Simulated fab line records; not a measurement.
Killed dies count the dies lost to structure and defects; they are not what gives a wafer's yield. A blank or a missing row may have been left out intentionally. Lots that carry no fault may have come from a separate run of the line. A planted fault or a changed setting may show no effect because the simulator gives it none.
Struck lot and sound lot, side by side ; flow gf180mcu ; 14 steps out of a route of 602
Sound: wafers L377.2, L377.3, L377.5. The struck wafers were L387.2, L387.5, L387.6. The cause comes at the end.
Per side, at each step with rows, come the tool, then ch with its chambers, and then its first start. Under that, the readings that differ: sound wafers ; struck wafers ; difference of the means ; sigmas: that difference in standard deviations of wafers without a fault.
alike: readings with means less than 2 such deviations apart, plus words and numbers identical on both sides. not compared: withheld readings, readings lacking a value on some wafer, bounds such as >300 that could conceal the same value, and numbers that have no deviation in the record and whose values overlap.
Wherever a step has rows on one side only, a row that says differs or no value, or a row with sigmas, the two part there. Numbers that have no deviation but don't overlap get no sigmas and don't part them. A reading that every wafer of one side lacks parts them only if that side has two wafers or more.

GF_CONTACT_OVL_MEAS_15:
  struck on overlay-02, day 21 12:10; sound on overlay-01, day 17 22:46
  alike: CONTACT_OVL
GF_CONTACT_ETCH_16: etches BARC in N2/H2.
  sound on rie_diel-04 ch 0,1, day 17 22:48; struck on rie_diel-02 ch 0,1,2, day 21 12:12
  alike: drypump_motor_current_A, oes_product_au, throttle_valve_pct
GF_CONTACT_ETCH_17: etches SiO2 in C4F8/O2/Ar, stops on CoSi2, target depth 860 nm.
  sound: rie_diel-04 ch 0,1; struck: rie_diel-02 ch 0,1,2
  alike: oes_product_au
GF_CONTACT_STRIP_18: strips in O2/N2.
  sound on plasma_asher-01 ch 0,1, day 17 22:58; struck on plasma_asher-01 ch 0,1, day 21 12:22
  alike: drypump_motor_current_A, heater_power_w, oes_product_au
  not compared: rf_hours_counter_h
then, 3 steps without rows for these wafers: GF_CONTACT_CLEAN_19 (cleans in SPM); GF_CONTACT_CLEAN_20 (cleans in DIW); GF_CONTACT_CLEAN_21 (cleans in dHF, time 20 s).
GF_CONTACT_SPUTTER_22: material Ti, target thk 15 nm, time 80.02 s.
  struck on pvd_sputter-02, day 21 12:40; sound on pvd_sputter-02, day 17 23:17
  alike: substrate_temp_c, throttle_valve_pct
then, 1 step without rows for these wafers: GF_CONTACT_SPUTTER_23 (material TiN, target thk 10 nm, time 40 s).
GF_CONTACT_CVD_24: deposits W, target thk 300 nm, time 90.339 s.
  sound on cvd_w-02 ch 0,1, day 17 23:23; struck on cvd_w-01 ch 0,1, day 21 12:46
  alike: heater_power_w
GF_CONTACT_RS_MEAS_25: measures by four-point-probe.
  struck on film_metro-03, day 21 12:53; sound on film_metro-03, day 17 23:30
  alike: CONTACT_W_RS
GF_CONTACT_THK_MEAS_26: measures by xrf.
  struck on film_metro-03, day 21 12:59; sound on film_metro-03, day 17 23:37
  alike: CONTACT_W_THK
GF_CONTACT_CMP_27: polishes, stops on SiO2, t overpolish 15 s, target thk 0 nm.
  sound on cmp-02 ch 0,3, day 17 23:43; struck on cmp-02 ch 0,3, day 21 13:05
reading;sound;struck;difference;sigmas
head_pressure_psi (psi);3.492 3.508 3.508;1.295 1.286 1.284;-2.214;-99 or more
motor_current_A (A);10.4 10.7 10.5;6.6 6.6 6.8;-3.9;-6
overpolish_run_s (s);14.992 15.006 14.999;0.034 0.044 0.037;-14.961;-99 or more
time_to_endpoint_s (s);70.9 69.2 66.6;116.2 116.4 116.4;+47.4;+18
  alike: slurry_filter_dp_kPa
GF_PASSIVATION_PROBE_99:
  rows exist in the record for the sound wafers here (prober-02, day 30 12:38), none for the struck ones

== WHERE THEY PART ==
Last at GF_PASSIVATION_PROBE_99 as far as this record goes, first at GF_CONTACT_CMP_27.

WHY: what the simulator had put in
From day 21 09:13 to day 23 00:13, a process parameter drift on cmp-02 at GF_CONTACT_CMP_27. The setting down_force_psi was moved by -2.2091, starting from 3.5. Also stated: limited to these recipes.
